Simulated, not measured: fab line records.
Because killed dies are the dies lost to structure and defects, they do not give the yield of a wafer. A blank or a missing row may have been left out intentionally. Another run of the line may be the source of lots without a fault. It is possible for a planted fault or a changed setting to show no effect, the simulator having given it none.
A single fault, viewed from 2 desks | flow gf180mcu | numbers are kept per desk, each desk with only its own; the story behind them comes last

## METROLOGY DESK
Means of the sampled wafers that have a number, per lot and without regard to the tool the lot ran on: this is what the gauges read. Any lot whose mean is over 4 standard deviations away from the usual mean is out of limits and marked OUT; that distance is given in the brackets.
Columns: A = V1_W_THK at GF_V1_THK_MEAS_25, usual 352 nm; B = M2_ALCU_RS at GF_M2_RS_MEAS_05, usual 0.0696 ohm/sq; C = M2_ALCU_THK at GF_M2_THK_MEAS_06, usual 460 nm
lot  | first seen here | A   | B                | C
L845 | day 18 10:44    | 355 | 0.0696           | 459
L846 | day 18 16:49    | 357 | 0.0705           | 454
L848 | day 19 12:26    | 354 | 0.0702           | 459
L854 | day 21 23:55    | 354 | 0.0792 (+14) OUT | 406 (-11) OUT
L861 | day 24 17:41    | 360 | 0.0695           | 460
L862 | day 25 00:52    | 348 | 0.0693           | 465
L863 | day 25 15:00    | 352 | 0.0704           | 458
L864 | day 25 15:43    | 352 | 0.0695           | 464
L866 | day 26 07:35    | 340 | 0.0696           | 457
L867 | day 26 10:25    | 355 | 0.0696           | 461
Per this desk, out of limits: L854; the first was L854, day 22 00:29 (M2_ALCU_RS at GF_M2_RS_MEAS_05). In limits: L845, L846, L848, L861, L862, L863, L864, L866, L867.

## AT THE TOOL OWNER'S DESK: pvd_sputter-02
The tool's own readings at GF_M2_SPUTTER_02 (material AlCu, target thk 450 nm, time 23.9 s): means of the sampled wafers that have a number, for each lot that ran on this tool. Any lot whose mean is over 4 standard deviations away from the usual mean is out of limits and marked OUT; that distance is given in the brackets.
Columns: A = throttle_valve_pct at GF_M2_SPUTTER_02, usual 30.1 %
lot  | first seen here | A
L845 | day 18 11:13    | 30.5
L846 | day 18 17:19    | 30.4
L854 | day 22 00:24    | 30.8
L866 | day 26 08:04    | 30.5
L867 | day 26 11:10    | 30.8
Finding of this desk: none of the 5 lots has anything out of limits.

## PUT TOGETHER
L854 would have let the metrology desk raise an alarm at day 22 00:29.
The tool owner's desk saw nothing out of limits.
On record at the tool owner's desk: L854, within its limits.
GF_M2_SPUTTER_02 was run on pvd_sputter-02 by each of the lots named.

## WHAT THE SIMULATOR PUT IN
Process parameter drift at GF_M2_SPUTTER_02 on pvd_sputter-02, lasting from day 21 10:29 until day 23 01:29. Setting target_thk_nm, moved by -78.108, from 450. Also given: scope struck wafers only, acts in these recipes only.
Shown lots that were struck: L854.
Delay in hours, fault start to first out-of-limits reading, per desk: metrology desk 14.
